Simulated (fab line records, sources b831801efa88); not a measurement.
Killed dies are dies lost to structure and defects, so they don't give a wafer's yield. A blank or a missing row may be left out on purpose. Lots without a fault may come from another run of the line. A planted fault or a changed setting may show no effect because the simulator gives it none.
fab line records | flow sky130
record lots=5 wafers=15 last_day=50
route steps=708 shown VIA4@650 METAL5@661 PAD_OPEN@708
lots that met no fault: from a run of the same line without faults
start_h: hours from the record's first day to the start of the lot's first wafer shown | wait_h: hours since the lot's step before | " the same as in the row above | L1.1+2: a row that stands for several wafers | - no value, or no start given | * or withheld: withheld | < > ~ a bound
route shown NAME@n: a module of which the file shows steps, and the number in the route of the first | usual: mean/standard deviation of fault-free wafers | same: alike in all rows | chamber/n: place in a boat | sites: the reading at each site | _std_site: their standard deviation | _edge_site: outer sites' mean less inner sites' | radius_mm: how far each site lies from the wafer's centre | mask NAME#n: copy n | behind: the tool/chamber that last shaped the wafer | hold: why the lot was held/for how many hours/how that ended | device: the transistor (n, p or np) that didn't switch | end of line: the same wafers' tests at the end of the route | a step without rows: its recipe alone | killed: dies lost to structure and defects at the first sort, not the wafer's yield | map: a wafer's dies, x killed, . not, _ none there
set.NAME: the setting as run; set.NAME@STEP: as run at that earlier step | model.NAME: the simulator's own value behind a step, which no gauge read
lots at some steps of the route; a table a step, a row a wafer
services: from which hour (start_h, from the record's first day; less than 0 if before it) a tool's chamber was out of use, for how many hours, and why
## steps
# step SKY_VIA4_OVL_MEAS_11
# usual VIA4_OVL=-0.9/1.4
# columns lot.wafer tool chamber start_h wait_h VIA4_OVL[nm]
L468.2 overlay-02 - 1028.22 0.1 -2.2
L468.3 " - " " -2.9
L468.5 " - " " -2.0
L474.3 overlay-02 - 1077.33 0.1 -2.8
L474.4 " - " " -2.2
L474.6 " - " " -2.3
L481.1 overlay-01 - 1110.53 0.1 -1.3
L481.2 " - " " -2.3
L481.5 " - " " -2.6
L484.1 overlay-02 - 1120.88 0.1 -1.9
L484.5 " - " " -0.3
L484.6 " - " " -1.0
L487.1 overlay-02 - 1134.53 0.1 -3.0
L487.3 " - " " -2.3
L487.6 " - " " -0.8
# step SKY_VIA4_ETCH_12
# recipe target=SiO2 chemistry=C4F8/O2/Ar stop_on=TiN mask_material=NOVOLAK source_w=1500 bias_w=1200 pressure_mtorr=40 c4f8_flow_sccm=withheld O2_flow_sccm=6 Ar_flow_sccm=300 time_s=withheld target_depth_a=5800
# step SKY_VIA4_STRIP_13
# recipe chemistry=O2/N2 power_w=1400 pressure_mtorr=1500 platen_temp_c=withheld o2_flow_sccm=3000 n2_flow_sccm=300 overash_fraction=0.5
# usual drypump_motor_current_A=5.7/0.4 oes_product_au=0.709/0.0049 strip_time_to_endpoint_s=12.81/0.036
# columns lot.wafer tool chamber start_h wait_h drypump_motor_current_A oes_product_au rf_hours_counter_h strip_time_to_endpoint_s
L468.2 plasma_asher-02 1 1028.33 - 5.2 0.712 60 12.80
L468.3 " 1 " " 5.2 0.716 - 12.83
L468.5 " 0 " " 6.2 0.702 - 12.77
L474.3 plasma_asher-02 1 1077.46 - 5.1 0.715 - 12.79
L474.4 " 0 " " 6.2 0.706 - 12.84
L474.6 " 1 " " 5.2 0.707 - 12.82
L481.1 plasma_asher-03 1 1110.64 - 5.3 0.706 4 12.82
L481.2 " 0 " " 5.8 0.706 4 12.90
L481.5 " 0 " " 5.8 0.702 - 12.85
L484.1 plasma_asher-03 1 1120.99 - 5.3 0.708 5 12.80
L484.5 " 1 " " 5.3 0.708 - 12.80
L484.6 " 0 " " 5.8 0.713 - 12.85
L487.1 plasma_asher-03 0 1134.64 - 5.8 0.706 6 12.82
L487.3 " 0 " " 5.8 0.718 - 12.79
L487.6 " 1 " " 5.3 0.713 - 12.79
# step SKY_VIA4_STRIP_14
# recipe chemistry=post_etch_residue_remover time_s=1200 temp_c=72.5
# step SKY_VIA4_CLEAN_15
# recipe chemistry=IPA time_s=180 temp_c=25
# step SKY_VIA4_CLEAN_16
# recipe chemistry=O3/DIW dry=n2_spin
# step SKY_VIA4_SPUTTER_17
# recipe material=TiN target_thk_nm=20 chamber_pressure_pa=5 power_w=4000 time_s=80
# usual throttle_valve_pct=29.7/0.81
# columns lot.wafer tool chamber start_h wait_h throttle_valve_pct
L468.2 pvd_sputter-02 - 1028.92 0.0 30.0
L468.3 " - " " 29.2
L468.5 " - " " 29.2
L474.3 pvd_sputter-03 - 1078.02 0.0 29.3
L474.4 " - " " 30.6
L474.6 " - " " 29.9
L481.1 pvd_sputter-04 - 1111.24 0.0 30.5
L481.2 " - " " 29.4
L481.5 " - " " 30.7
L484.1 pvd_sputter-03 - 1121.58 0.0 29.9
L484.5 " - " " 30.1
L484.6 " - " " 30.1
L487.1 pvd_sputter-02 - 1135.23 0.0 29.9
L487.3 " - " " 29.9
L487.6 " - " " 29.8
# step SKY_VIA4_CVD_18
# recipe material=W target_thk_nm=505 time_s=152.14 temp_c=400 pressure_torr=40
# usual chamber_pressure_Torr=40.00/0.097 heater_power_w=876/58
# columns lot.wafer tool chamber start_h wait_h chamber_pressure_Torr heater_power_w
L468.2 cvd_w-02 1 1028.98 0.0 39.88 803
L468.3 " 1 " " 40.02 790
L468.5 " 1 " " 40.03 807
L474.3 cvd_w-01 0 1078.14 0.1 39.92 869
L474.4 " 1 " " 39.92 920
L474.6 " 1 " " 39.84 914
L481.1 cvd_w-02 0 1111.30 0.0 40.02 927
L481.2 " 1 " " 40.06 799
L481.5 " 1 " " 39.92 810
L484.1 cvd_w-02 0 1121.64 0.0 40.11 929
L484.5 " 0 " " 40.06 945
L484.6 " 1 " " 40.20 795
L487.1 cvd_w-02 0 1135.29 0.0 39.83 939
L487.3 " 1 " " 39.97 827
L487.6 " 1 " " 39.98 810
# step SKY_VIA4_RS_MEAS_19
# recipe thk_meas_gauge=four-point-probe reads=W_of_VIA4_CVD_18+TiN_of_VIA4_SPUTTER_17
# usual VIA4_W_RS=0.2246/0.0024
# columns lot.wafer tool chamber start_h wait_h VIA4_W_RS[ohm/sq]
L468.2 film_metro-02 - 1029.15 0.1 0.2235
L468.3 " - " " 0.2191
L468.5 " - " " 0.2225
L474.3 film_metro-04 - 1078.35 0.2 0.2252
L474.4 " - " " 0.2256
L474.6 " - " " 0.2224
L481.1 film_metro-02 - 1111.45 0.1 0.2280
L481.2 " - " " 0.2240
L481.5 " - " " 0.2255
L484.1 film_metro-04 - 1121.79 0.1 0.2251
L484.5 " - " " 0.2279
L484.6 " - " " 0.2225
L487.1 film_metro-04 - 1135.44 0.1 0.2275
L487.3 " - " " 0.2234
L487.6 " - " " 0.2234
# step SKY_VIA4_THK_MEAS_20
# recipe thk_meas_gauge=xrf reads=W_of_VIA4_CVD_18
# usual VIA4_W_THK=494/6.6
# columns lot.wafer tool chamber start_h wait_h VIA4_W_THK[nm]
L468.2 film_metro-02 - 1029.26 0.1 493
L468.3 " - " " 502
L468.5 " - " " 499
L474.3 film_metro-04 - 1078.45 0.1 491
L474.4 " - " " 492
L474.6 " - " " 496
L481.1 film_metro-02 - 1111.57 0.1 488
L481.2 " - " " 493
L481.5 " - " " 492
L484.1 film_metro-04 - 1121.91 0.1 495
L484.5 " - " " 487
L484.6 " - " " 497
L487.1 film_metro-04 - 1135.56 0.1 484
L487.3 " - " " 496
L487.6 " - " " 496
# step SKY_VIA4_CMP_21
# recipe stop_on=SiO2 t_overpolish_s=25 down_force_psi=3.5 platen_rpm=60 target_thk_nm=0 pad_velocity_m_s=0.94248
# usual head_pressure_psi=3.500/0.0069 motor_current_A=11.6/1.6 overpolish_run_s=25.001/0.009 time_to_endpoint_s=123/5.4
# columns lot.wafer tool chamber start_h wait_h head_pressure_psi motor_current_A overpolish_run_s time_to_endpoint_s
L468.3 cmp-01 2 1029.31 0.0 3.499 12.2 25.004 125
L468.2 " 1 " " 3.497 12.9 24.995 123
L468.5 " 2 " " 3.492 13.4 24.997 120
L474.4 cmp-01 0 1078.61 0.1 3.486 10.8 24.997 123
L474.3 " 3 " " 3.500 8.0 25.003 120
L474.6 " 0 " " 3.483 10.9 24.995 120
L481.1 cmp-02 0 1111.73 0.1 3.500 10.0 24.992 115
L481.2 " 1 " " 3.496 10.6 25.014 122
L481.5 " 2 " " 3.490 13.2 24.999 119
L484.1 cmp-01 0 1122.09 0.2 3.495 10.5 25.003 117
L484.5 " 2 " " 3.495 13.3 25.013 124
L484.6 " 3 " " 3.501 8.9 25.006 118
L487.3 cmp-01 1 1135.62 0.0 3.488 12.4 24.993 121
L487.1 " 3 " " 3.498 9.2 24.996 118
L487.6 " 2 " " 3.515 12.7 25.015 124
# step SKY_METAL5_SPUTTER_00
# recipe material=Ti target_thk_nm=15 power_w=3000 time_s=10 chamber_pressure_pa=0.4
# step SKY_METAL5_SPUTTER_01
# recipe material=TiN target_thk_nm=20 power_w=6500 time_s=16.7 chamber_pressure_pa=0.4
# usual throttle_valve_pct=30.2/0.7
# columns lot.wafer tool chamber start_h wait_h throttle_valve_pct model.TiN_of_METAL5_SPUTTER_01.thk_nm
L468.2 pvd_sputter-01 - 1029.63 0.0 31.5 19.74
L468.3 " - " " 29.9 19.44
L468.5 " - " " 31.7 19.73
L474.3 pvd_sputter-03 - 1078.94 0.0 29.6 19.6
L474.4 " - " " 29.9 19.84
L474.6 " - " " 29.4 19.97
L481.1 pvd_sputter-01 - 1111.95 0.0 30.2 19.63
L481.2 " - " " 30.7 33.52
L481.5 " - " " 30.3 33.4
L484.1 pvd_sputter-02 - 1122.31 0.0 29.7 20.25
L484.5 " - " " 29.5 20.05
L484.6 " - " " 29.9 20.13
L487.1 pvd_sputter-03 - 1135.95 0.0 30.7 19.79
L487.3 " - " " 29.8 19.99
L487.6 " - " " 30.1 19.98
# step SKY_METAL5_SPUTTER_02
# recipe material=AlCu target_thk_nm=1150 power_w=10600 time_s=61.2 chamber_pressure_pa=0.4
# usual throttle_valve_pct=30.2/0.7
# columns lot.wafer tool chamber start_h wait_h throttle_valve_pct
L468.2 pvd_sputter-01 - 1029.66 0.0 31.7
L468.3 " - " " 29.9
L468.5 " - " " 31.3
L474.3 pvd_sputter-03 - 1078.97 0.0 29.7
L474.4 " - " " 30.0
L474.6 " - " " 29.4
L481.1 pvd_sputter-01 - 1111.98 0.0 30.0
L481.2 " - " " 31.0
L481.5 " - " " 30.7
L484.1 pvd_sputter-02 - 1122.34 0.0 29.7
L484.5 " - " " 29.6
L484.6 " - " " 30.0
L487.1 pvd_sputter-03 - 1135.97 0.0 30.4
L487.3 " - " " 29.7
L487.6 " - " " 29.8
# step SKY_PAD_OPEN_PROBE_99
# usual defect_limited_yield=82.5/1.9 killed_at_M0_to_M3=43/6.4 killed_at_M4_up=2.9/1.7 killed_at_contacts=24/5 killed_at_front_end=15/4 killed_at_other=0.4/0.62 killed_dies=86/9.3 killed_open=47/6.8 killed_short=38/5.8 sort_bin_3_pad_short=0.9/0.42 sort_bin_5_function=10.3/1.5 sort_bin_6_memory=6.3/1.1 sort_n_pass=406/9.3 sort_yield_pct=82.5/1.9
# same gross_dies=492 killed_at_back_side=0 sort_bin_4_leakage[%]=0 sort_bin_8_speed[%]=0
# columns lot.wafer tool chamber start_h wait_h defect_limited_yield[%] killed_at_M0_to_M3 killed_at_M4_up killed_at_contacts killed_at_front_end killed_at_other killed_dies killed_open killed_short sort_bin_3_pad_short[%] sort_bin_5_function[%] sort_bin_6_memory[%] sort_n_pass sort_yield_pct[%]
L468.3 prober-02 - 1097.84 0.2 81.5 47 3 23 18 0 91 50 41 0.8 11.8 5.9 401 81.5
L468.5 prober-02 - 1097.94 0.2 83.9 44 0 19 16 0 79 45 33 0.4 10.0 5.7 413 83.9
L474.3 prober-02 - 1140.80 0.2 83.1 40 0 27 16 0 83 46 35 1.0 10.2 5.7 409 83.1
L474.4 prober-02 - 1140.85 0.2 82.3 43 5 19 20 0 87 41 44 0.6 10.8 6.3 405 82.3
L474.6 prober-02 - 1140.95 0.2 83.1 48 2 23 10 0 83 48 35 1.0 8.9 6.9 409 83.1
L481.1 prober-01 - 1170.23 0.1 81.5 44 4 24 19 0 91 49 39 0.4 13.8 4.3 401 81.5
L481.2 prober-01 - 1170.28 0.1 82.7 38 3 24 20 0 85 36 49 1.2 10.2 5.9 407 82.7
L481.5 prober-01 - 1170.43 0.2 80.9 45 3 24 22 0 94 54 40 0.6 11.6 6.9 398 80.9
L484.1 prober-01 - 1180.40 0.1 85.6 32 6 22 11 0 71 37 34 1.2 7.9 5.3 421 85.6
L484.5 prober-01 - 1180.60 0.2 81.1 48 3 31 11 0 93 61 32 0.4 11.0 7.5 399 81.1
L484.6 prober-01 - 1180.65 0.2 82.5 47 0 18 21 0 86 41 44 1.0 11.0 5.5 406 82.5
L487.1 prober-02 - 1191.36 0.1 80.7 47 3 36 8 1 95 49 46 1.4 13.0 4.9 397 80.7
L487.3 prober-02 - 1191.46 0.2 83.7 41 2 18 19 0 80 47 33 1.2 9.6 5.5 412 83.7
L487.6 prober-02 - 1191.61 0.2 82.5 51 0 24 11 0 86 53 33 0.8 9.3 7.3 406 82.5
# killed by level:class
L468.3 CONTACT:geometric_particle:open=9 METAL2:geometric_particle:short=9 FIELD_ISO:geometric_particle:open=7 VIA3:geometric_particle:open=7 VIA1:geometric_particle:open=6 LI_CONTACT:geometric_particle:open=5 VIA2:geometric_particle:open=5 METAL2:geometric_particle:open=5
L468.5 VIA1:geometric_particle:open=13 LI_CONTACT:geometric_particle:short=6 VIA3:geometric_particle:open=6 FIELD_ISO:geometric_particle:short=5 LI_CONTACT:geometric_particle:open=5 CONTACT:geometric_particle:open=5 METAL1:geometric_particle:short=5 VIA2:geometric_particle:open=4
L474.3 VIA2:geometric_particle:open=10 LI_CONTACT:geometric_particle:open=9 VIA1:geometric_particle:open=8 CONTACT:geometric_particle:open=7 METAL1:geometric_particle:short=7 FIELD_ISO:geometric_particle:open=4 POLY_GATE:geometric_particle:short=4 CONTACT:geometric_particle:short=4
L474.4 METAL2:geometric_particle:short=12 FIELD_ISO:geometric_particle:short=6 CONTACT:geometric_particle:open=6 VIA1:geometric_particle:open=6 FIELD_ISO:geometric_particle:open=5 LI_CONTACT:geometric_particle:open=5 VIA2:geometric_particle:open=5 VIA1:geometric_particle:short=5
L474.6 CONTACT:geometric_particle:open=9 VIA1:geometric_particle:open=9 VIA2:geometric_particle:open=7 VIA3:geometric_particle:open=7 VIA2:geometric_particle:short=6 LI_CONTACT:geometric_particle:open=5 VIA1:geometric_particle:short=5 POLY_GATE:geometric_particle:open=4
L481.1 VIA1:geometric_particle:open=12 VIA3:geometric_particle:open=8 LI_CONTACT:geometric_particle:open=6 FIELD_ISO:geometric_particle:open=5 LOCAL_INTERCONNECT:geometric_particle:open=5 FIELD_ISO:geometric_particle:short=4 LOCAL_INTERCONNECT:geometric_particle:short=4 CONTACT:geometric_particle:open=4
L481.2 METAL2:geometric_particle:short=8 CONTACT:geometric_particle:open=6 VIA1:geometric_particle:open=6 VIA1:geometric_particle:short=6 FIELD_ISO:geometric_particle:short=5 LOCAL_INTERCONNECT:geometric_particle:short=5 LI_CONTACT:geometric_particle:short=5 METAL1:geometric_particle:short=5
L481.5 VIA1:geometric_particle:open=15 POLY_GATE:geometric_particle:open=8 LI_CONTACT:geometric_particle:open=8 METAL2:geometric_particle:short=7 METAL1:geometric_particle:short=7 LOCAL_INTERCONNECT:geometric_particle:short=5 CONTACT:geometric_particle:open=5 VIA3:geometric_particle:open=5
L484.1 CONTACT:geometric_particle:open=9 VIA1:geometric_particle:open=8 VIA3:geometric_particle:open=7 LI_CONTACT:geometric_particle:open=6 POLY_GATE:geometric_particle:short=5 METAL3:geometric_particle:short=5 METAL4:geometric_particle:short=4 LOCAL_INTERCONNECT:geometric_particle:short=3
L484.5 CONTACT:geometric_particle:open=16 VIA1:geometric_particle:open=12 VIA2:geometric_particle:open=10 VIA3:geometric_particle:open=7 METAL2:geometric_particle:short=6 LOCAL_INTERCONNECT:geometric_particle:short=5 LI_CONTACT:geometric_particle:open=5 VIA1:geometric_particle:short=5
L484.6 VIA1:geometric_particle:open=10 FIELD_ISO:geometric_particle:open=7 METAL2:geometric_particle:short=7 FIELD_ISO:geometric_particle:short=6 CONTACT:geometric_particle:short=6 VIA3:geometric_particle:open=5 CONTACT:geometric_particle:open=5 METAL1:geometric_particle:short=5
L487.1 VIA1:geometric_particle:open=13 LOCAL_INTERCONNECT:geometric_particle:short=10 CONTACT:geometric_particle:short=10 CONTACT:geometric_particle:open=8 LI_CONTACT:geometric_particle:open=6 VIA2:geometric_particle:open=6 VIA3:geometric_particle:open=6 METAL1:geometric_particle:short=5
L487.3 VIA1:geometric_particle:open=10 CONTACT:geometric_particle:open=8 POLY_GATE:geometric_particle:open=6 LOCAL_INTERCONNECT:geometric_particle:short=6 VIA2:geometric_particle:open=5 VIA3:geometric_particle:open=5 METAL1:geometric_particle:short=5 FIELD_ISO:geometric_particle:open=4
L487.6 VIA1:geometric_particle:open=14 CONTACT:geometric_particle:open=11 VIA1:geometric_particle:short=8 LI_CONTACT:geometric_particle:open=8 VIA2:geometric_particle:open=7 METAL2:geometric_particle:short=5 METAL1:geometric_particle:short=5 VIA3:geometric_particle:open=5
## services
# columns tool chamber start_h hours kind
cmp-01 - 1004.84 1.1 repair
pvd_sputter-03 - 1021.75 1.5 repair
cvd_w-01 - 1024.74 4.8 repair
pvd_sputter-03 - 1028.50 13.4 repair
cmp-01 - 1034.85 2.1 repair
pvd_sputter-01 0 1038.05 - consumable_replace:kit
pvd_sputter-01 0 1038.05 18.0 scheduled_down
pvd_sputter-01 0 1038.05 18.0 vent_cycle
pvd_sputter-03 2 1053.14 - consumable_replace:kit
pvd_sputter-03 2 1053.14 18.0 scheduled_down
pvd_sputter-03 2 1053.14 18.0 vent_cycle
plasma_asher-03 - 1055.25 9.0 pm
cmp-01 - 1066.55 1.3 repair
pvd_sputter-02 - 1067.34 2.3 repair
pvd_sputter-02 1 1078.85 - consumable_replace:kit
pvd_sputter-02 1 1078.85 18.0 scheduled_down
pvd_sputter-02 1 1078.85 18.0 vent_cycle
cmp-02 - 1085.56 2.8 repair
cmp-02 - 1091.43 4.0 pm
pvd_sputter-03 - 1092.90 6.0 repair
cmp-01 - 1102.11 4.0 pm
pvd_sputter-02 - 1105.53 2.6 repair
plasma_asher-03 - 1113.02 2.0 repair
cmp-02 - 1120.12 5.2 pm
## key
first_sign none at tools or gauges
model_effect step=SKY_METAL5_SPUTTER_01 value=TiN_of_METAL5_SPUTTER_01.thk_nm without=19.5 struck=33.46
met_at SKY_METAL5_SPUTTER_01
struck_wafers L481.2,L481.5
fault kind=process_parameter_drift tool=pvd_sputter-01 chamber=- onset_h=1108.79 steps=SKY_METAL5_SPUTTER_01 channel=target_thk_nm offset=13.957 shape=step end_h=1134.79 acts_in=these_recipes_only stated=20 scope=struck_wafers_only
